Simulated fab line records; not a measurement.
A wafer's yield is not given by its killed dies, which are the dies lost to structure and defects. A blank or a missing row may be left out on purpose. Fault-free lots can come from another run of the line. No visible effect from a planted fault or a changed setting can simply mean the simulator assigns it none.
A struck lot beside a sound one + flow gf180mcu + 14 steps out of a route of 602
Sound: the wafers L712.2, L712.3, L712.6. Wafers struck: L723.1, L723.3, L723.4. Last of all comes the cause.
At each step with rows: each side's tool, then ch and its chambers, then its first start. Under that, the readings that differ: sound wafers + struck wafers + difference of the means + sigmas: that difference in standard deviations of wafers without a fault.
alike: a reading whose means differ by less than 2 such deviations, as well as words and numbers matching on both sides. not compared: withheld readings; readings where some wafer has no value; bounds like >300 that might hide an equal value; numbers whose values overlap and for which the record gives no deviation.
The two part at a step that has a row with sigmas, a row that says differs or no value, or rows on one side only. Numbers that have no deviation but don't overlap get no sigmas and don't part them. A reading missing from all wafers of one side parts the sides only when that side holds two or more wafers.

GF_MIM_SPUTTER_04: material TiN, target thk 50 nm, time 41.7 s.
  sound on pvd-sputter-04, day 25 02:53; struck on pvd-sputter-04, day 28 19:43
  alike: throttle-valve-pct
GF_MIM_CVD_05: deposits Si3N4, target thk 42 nm, time 29.086 s.
  sound on pecvd-03 ch 1,2, day 25 02:55; struck on pecvd-02 ch 0,1, day 28 19:46
  alike: heater-power-w
GF_MIM_THK_MEAS_06:
  sound on film-metro-03, day 25 02:58; struck on film-metro-04, day 28 19:47
  alike: MIM_CVD_05_THK
GF_MIM_SPUTTER_07: material TiN, target thk 60 nm, time 51.16 s.
  sound on pvd-sputter-03, day 25 03:01; struck on pvd-sputter-03, day 28 19:51
  alike: throttle-valve-pct
GF_MIM_SPUTTER_08: material AlCu, target thk 200 nm, time 10.6 s.
  sound on pvd-sputter-03, day 25 03:03; struck on pvd-sputter-03, day 28 19:53
  alike: throttle-valve-pct
GF_MIM_SPUTTER_09: material TiN, target thk 35 nm, time 29.2 s.
  sound on pvd-sputter-03, day 25 03:05; struck on pvd-sputter-03, day 28 19:55
  alike: throttle-valve-pct
GF_MIM_RS_MEAS_10: uses a four-point probe to measure.
  sound on film-metro-04, day 25 03:08; struck on film-metro-04, day 28 19:57
  alike: MIM_ALCU_RS
GF_MIM_THK_MEAS_11: measures by xrf.
  sound on film-metro-04, day 25 03:14; struck on film-metro-04, day 28 20:04
  alike: MIM_ALCU_THK
then, 4 steps without rows for these wafers: GF_MIM_DEHYDRATE_12 (time 60 s); GF_MIM_HMDS_13 (prime time 60 s); GF_MIM_COAT_14 (resist thk 1000 nm); GF_MIM_SOFTBAKE_15 (time 60 s).
GF_MIM_EXPOSE_16: exposes mask FuseTop, target cd 2000 nm.
  struck on iline-stepper-01, day 29 05:50; sound on iline-stepper-02 ch 0, day 25 13:44
  no value came back on the struck wafers for exposure-dose-mJ-cm2, focus-offset-nm (nm); on the sound wafers exposure-dose-mJ-cm2 reads 140.11 140.08 140.00
  alike: mask
next, for these wafers, 1 step has no rows: GF_MIM_PEB_17.

== WHERE THEY PART ==
Only at GF_MIM_EXPOSE_16, as far as this record shows.

WHY: the cause the simulator had injected
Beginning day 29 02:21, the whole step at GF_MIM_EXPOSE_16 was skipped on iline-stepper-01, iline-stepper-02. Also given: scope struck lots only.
